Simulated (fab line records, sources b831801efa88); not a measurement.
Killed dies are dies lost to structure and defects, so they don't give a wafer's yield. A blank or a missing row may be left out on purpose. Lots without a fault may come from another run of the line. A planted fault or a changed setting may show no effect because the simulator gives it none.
Which tool did it? | flow sky130 | 24 lots, 72 wafers sampled, at 6 steps of a route of 708

WHAT THE GAUGES READ, wafer by wafer
SKY_VIA1_THK_MEAS_23: measures by xrf.
lot  | measured     | on            | VIA1_W_THK (nm)
L075 | day 35 02:54 | film_metro-04 | 273.9 271.9 270.0
L079 | day 35 03:56 | film_metro-03 | 278.4 279.0 275.4
L074 | day 35 04:11 | film_metro-04 | 273.1 274.2 275.3
L077 | day 35 04:19 | film_metro-02 | 275.6 272.1 272.9
L078 | day 35 05:16 | film_metro-03 | 274.1 275.1 274.1
L076 | day 35 05:27 | film_metro-04 | 273.6 276.6 270.7
L080 | day 35 06:05 | film_metro-04 | 267.9 270.9 269.6
L081 | day 35 08:44 | film_metro-02 | 273.9 279.3 275.6
L082 | day 36 12:33 | film_metro-03 | 284.3 277.3 279.9
L083 | day 36 14:36 | film_metro-03 | 276.2 275.2 275.0
L084 | day 36 20:47 | film_metro-04 | 272.9 273.7 272.4
L086 | day 41 06:50 | film_metro-04 | 276.4 276.6 272.3
L089 | day 41 09:38 | film_metro-02 | 274.5 275.7 276.8
L087 | day 41 09:54 | film_metro-04 | 276.3 273.6 277.1
L093 | day 41 11:06 | film_metro-03 | 280.9 279.9 280.4
L088 | day 41 11:28 | film_metro-04 | 274.0 275.5 272.3
L085 | day 41 11:49 | film_metro-04 | 275.8 274.7 270.7
L095 | day 41 12:43 | film_metro-03 | 277.9 275.3 280.2
L091 | day 41 12:56 | film_metro-03 | 277.7 272.9 273.6
L090 | day 41 14:37 | film_metro-04 | 273.5 273.5 276.0
L094 | day 41 14:44 | film_metro-03 | 277.0 277.0 276.5
L096 | day 41 15:46 | film_metro-03 | 275.9 277.6 281.7
L097 | day 41 16:22 | film_metro-02 | 276.2 275.2 276.4
L092 | day 41 17:26 | film_metro-04 | 276.5 274.0 274.9

SKY_VIA2_BOW_MEAS_03.
lot  | measured     | on            | VIA2_BOW (um)
L075 | day 36 06:13 | film_metro-04 | 91 90 83
L079 | day 36 07:16 | film_metro-01 | 85 102 88
L074 | day 36 07:40 | film_metro-01 | 99 89 95
L077 | day 36 08:01 | film_metro-01 | 89 80 84
L078 | day 36 09:17 | film_metro-02 | 91 98 99
L076 | day 36 09:34 | film_metro-01 | 87 84 92
L080 | day 36 09:52 | film_metro-02 | 84 89 85
L081 | day 36 12:28 | film_metro-01 | 88 85 87
L082 | day 37 16:41 | film_metro-04 | 89 75 88
L083 | day 37 17:41 | film_metro-02 | 103 95 89
L084 | day 37 23:08 | film_metro-04 | 86 81 90
L086 | day 42 08:07 | film_metro-02 | 93 85 81
L089 | day 42 11:18 | film_metro-02 | 86 86 81
L087 | day 42 12:07 | film_metro-04 | 87 82 79
L093 | day 42 12:46 | film_metro-04 | 84 82 83
L088 | day 42 12:53 | film_metro-02 | 95 101 92
L085 | day 42 13:29 | film_metro-01 | 92 95 94
L095 | day 42 13:49 | film_metro-02 | 92 96 75
L091 | day 42 15:16 | film_metro-01 | 97 90 88
L090 | day 42 16:54 | film_metro-02 | 81 82 89
L094 | day 42 17:05 | film_metro-04 | 88 87 95
L096 | day 42 18:16 | film_metro-01 | 91 92 93
L097 | day 42 18:18 | film_metro-04 | 98 84 85
L092 | day 42 20:32 | film_metro-01 | 82 85 80

SKY_VIA2_CD_MEAS_12: target cd 200 nm.
lot  | measured     | on        | cd_nm (nm)
L075 | day 37 08:20 | cd_sem-01 | 200.2 199.4 201.2
L079 | day 37 09:23 | cd_sem-01 | 199.8 197.9 198.3
L074 | day 37 09:31 | cd_sem-01 | 201.9 201.3 202.6
L077 | day 37 09:52 | cd_sem-01 | 199.1 198.6 198.9
L078 | day 37 11:20 | cd_sem-01 | 199.5 198.2 199.0
L076 | day 37 11:39 | cd_sem-01 | 199.7 198.4 199.1
L080 | day 37 11:59 | cd_sem-02 | 200.6 199.4 200.1
L081 | day 37 14:47 | cd_sem-02 | 200.8 200.1 199.3
L082 | day 38 16:40 | cd_sem-02 | 201.6 200.5 201.7
L083 | day 38 17:20 | cd_sem-02 | 200.0 199.7 197.8
L084 | day 38 23:30 | cd_sem-02 | 199.6 199.0 199.1
L086 | day 43 05:44 | cd_sem-02 | 200.6 201.9 200.8
L089 | day 43 08:35 | cd_sem-02 | 200.0 199.9 201.8
L087 | day 43 10:13 | cd_sem-01 | 199.9 199.3 200.0
L093 | day 43 11:20 | cd_sem-01 | 200.8 201.1 200.0
L088 | day 43 11:34 | cd_sem-02 | 202.0 201.6 202.3
L085 | day 43 12:21 | cd_sem-01 | 199.1 200.7 200.7
L095 | day 43 13:17 | cd_sem-02 | 199.9 200.2 198.2
L091 | day 43 14:19 | cd_sem-02 | 201.4 200.6 201.9
L090 | day 43 15:35 | cd_sem-01 | 198.4 198.5 199.2
L094 | day 43 15:57 | cd_sem-02 | 200.8 201.0 200.4
L096 | day 43 17:00 | cd_sem-01 | 200.8 200.6 200.2
L097 | day 43 17:20 | cd_sem-02 | 202.3 202.5 202.3
L092 | day 43 19:23 | cd_sem-01 | 199.6 200.3 198.6

SKY_CAPM_OVL_MEAS_12.
lot  | measured     | on         | CAPM_OVL (nm)
L075 | day 38 10:17 | overlay-02 | 0.5 0.4 -0.1
L079 | day 38 11:26 | overlay-02 | -0.4 -0.2 -0.6
L074 | day 38 11:32 | overlay-01 | -2.4 -1.4 -1.3
L077 | day 38 11:50 | overlay-02 | 0.4 0.2 0.7
L078 | day 38 13:03 | overlay-01 | 0.5 0.4 -0.4
L076 | day 38 13:14 | overlay-01 | 2.4 2.2 0.0
L080 | day 38 13:32 | overlay-02 | -0.3 0.1 -0.5
L081 | day 38 15:38 | overlay-01 | -1.9 -1.5 -1.8
L082 | day 39 17:56 | overlay-02 | 0.7 0.8 0.3
L083 | day 39 18:47 | overlay-02 | 1.7 1.4 1.0
L084 | day 40 00:30 | overlay-01 | -2.8 -0.6 -2.4
L086 | day 44 05:11 | overlay-02 | -0.6 1.2 0.3
L089 | day 44 07:23 | overlay-01 | -0.8 1.4 -0.7
L087 | day 44 09:11 | overlay-02 | -2.5 -2.6 -0.5
L093 | day 44 10:17 | overlay-01 | 0.8 -0.4 2.3
L088 | day 44 10:41 | overlay-02 | 0.0 0.1 2.2
L085 | day 44 11:11 | overlay-01 | 0.6 -1.7 1.2
L095 | day 44 11:59 | overlay-02 | 2.0 0.6 1.0
L091 | day 44 14:43 | overlay-01 | 0.7 1.2 -0.9
L090 | day 44 15:17 | overlay-02 | -1.5 0.3 1.9
L094 | day 44 15:53 | overlay-02 | 1.0 0.6 0.0
L096 | day 44 17:23 | overlay-02 | 3.4 2.0 1.9
L097 | day 44 17:35 | overlay-02 | 1.6 1.0 -0.7
L092 | day 44 19:48 | overlay-02 | 1.0 -1.8 -0.7

SKY_VIA3_THK_MEAS_23: measures by xrf.
lot  | measured     | on            | VIA3_W_THK (nm)
L075 | day 40 14:32 | film_metro-04 | 416 409 412
L079 | day 40 16:07 | film_metro-02 | 401 400 407
L074 | day 40 16:14 | film_metro-04 | 408 408 405
L077 | day 40 16:33 | film_metro-04 | 407 405 413
L078 | day 40 17:03 | film_metro-04 | 405 405 400
L076 | day 40 18:49 | film_metro-04 | 403 405 404
L080 | day 40 19:12 | film_metro-04 | 404 406 407
L081 | day 40 19:53 | film_metro-03 | 412 413 417
L082 | day 41 21:12 | film_metro-03 | 409 407 414
L083 | day 41 22:05 | film_metro-04 | 404 397 400
L084 | day 42 03:58 | film_metro-04 | 409 404 407
L086 | day 46 07:19 | film_metro-03 | 397 404 401
L089 | day 46 09:18 | film_metro-04 | 399 397 397
L087 | day 46 09:49 | film_metro-02 | 397 398 400
L093 | day 46 10:41 | film_metro-04 | 402 401 403
L088 | day 46 09:59 | film_metro-03 | 408 401 407
L085 | day 46 12:02 | film_metro-04 | 393 391 388
L095 | day 46 13:26 | film_metro-04 | 406 408 407
L091 | day 46 16:55 | film_metro-03 | 403 406 405
L090 | day 46 18:05 | film_metro-03 | 397 402 401
L094 | day 46 19:06 | film_metro-03 | 401 398 397
L096 | day 46 20:51 | film_metro-04 | 403 409 402
L097 | day 46 21:23 | film_metro-02 | 396 396 398
L092 | day 46 23:13 | film_metro-03 | 404 402 408

WHICH TOOL RAN EACH LOT (tool, then ch and the chambers of the sampled wafers, then the start)
lot  | SKY_METAL2_SPUTTER_00
L075 | pvd_sputter-03, day 35 03:16
L079 | pvd_sputter-02, day 35 04:18
L074 | pvd_sputter-03, day 35 04:33
L077 | pvd_sputter-04, day 35 04:39
L078 | pvd_sputter-03, day 35 05:36
L076 | pvd_sputter-04, day 35 05:48
L080 | pvd_sputter-02, day 35 06:27
L081 | pvd_sputter-02, day 35 09:06
L082 | pvd_sputter-03, day 36 12:54
L083 | pvd_sputter-03, day 36 14:58
L084 | pvd_sputter-02, day 36 21:07
L086 | pvd_sputter-03, day 41 07:11
L089 | pvd_sputter-03, day 41 10:00
L087 | pvd_sputter-04, day 41 10:15
L093 | pvd_sputter-03, day 41 11:28
L088 | pvd_sputter-02, day 41 11:48
L085 | pvd_sputter-04, day 41 12:10
L095 | pvd_sputter-03, day 41 13:05
L091 | pvd_sputter-04, day 41 13:28
L090 | pvd_sputter-03, day 41 14:58
L094 | pvd_sputter-02, day 41 15:05
L096 | pvd_sputter-03, day 41 16:07
L097 | pvd_sputter-04, day 41 16:44
L092 | pvd_sputter-03, day 41 17:46
- SKY_METAL2_SPUTTER_00: material Ti, target thk 15 nm, time 10 s.

WHAT THE TOOLS THEMSELVES READ (means of the sampled wafers that have a number; where no wafer has one, the mark that the record gives instead)
SKY_METAL2_SPUTTER_00.
lot  | tool           | throttle_valve_pct (%)
L075 | pvd_sputter-03 | 29.0
L079 | pvd_sputter-02 | 29.4
L074 | pvd_sputter-03 | 30.4
L077 | pvd_sputter-04 | 31.2
L078 | pvd_sputter-03 | 27.9
L076 | pvd_sputter-04 | 30.4
L080 | pvd_sputter-02 | 29.8
L081 | pvd_sputter-02 | 29.4
L082 | pvd_sputter-03 | 29.3
L083 | pvd_sputter-03 | 28.2
L084 | pvd_sputter-02 | 30.5
L086 | pvd_sputter-03 | 28.8
L089 | pvd_sputter-03 | 30.5
L087 | pvd_sputter-04 | 30.0
L093 | pvd_sputter-03 | 29.6
L088 | pvd_sputter-02 | 30.8
L085 | pvd_sputter-04 | 30.5
L095 | pvd_sputter-03 | 28.5
L091 | pvd_sputter-04 | 30.7
L090 | pvd_sputter-03 | 30.4
L094 | pvd_sputter-02 | 30.3
L096 | pvd_sputter-03 | 29.9
L097 | pvd_sputter-04 | 31.3
L092 | pvd_sputter-03 | 29.6

THE ANSWER, worked out from the rows above alone
Rule: what is usual is taken from the lots themselves. Put in order of their means at a reading, lots are off if they are a third of the lots or fewer, leave a main group of 4 or more, and stand apart from it by a gap of 3 or more times the standard deviation of the main group's means; of several such gaps the widest counts. A main group whose means are all the same, to the digits that the tables above print for the reading, isn't used. A lot without any number at a reading at which 4 lots or more have one is off too. The other lots that the step has rows for count as sound. The gauges are gone through in route order, then the tools' own readings, and for those a lot's mean is taken as printed above. The first step at which some lot is off is used, and at that step the reading that is off furthest; a lot without a number counts as furthest.
No lot is off at any reading shown: from this, nothing can be told.

WHAT THE SIMULATOR HAD PUT IN
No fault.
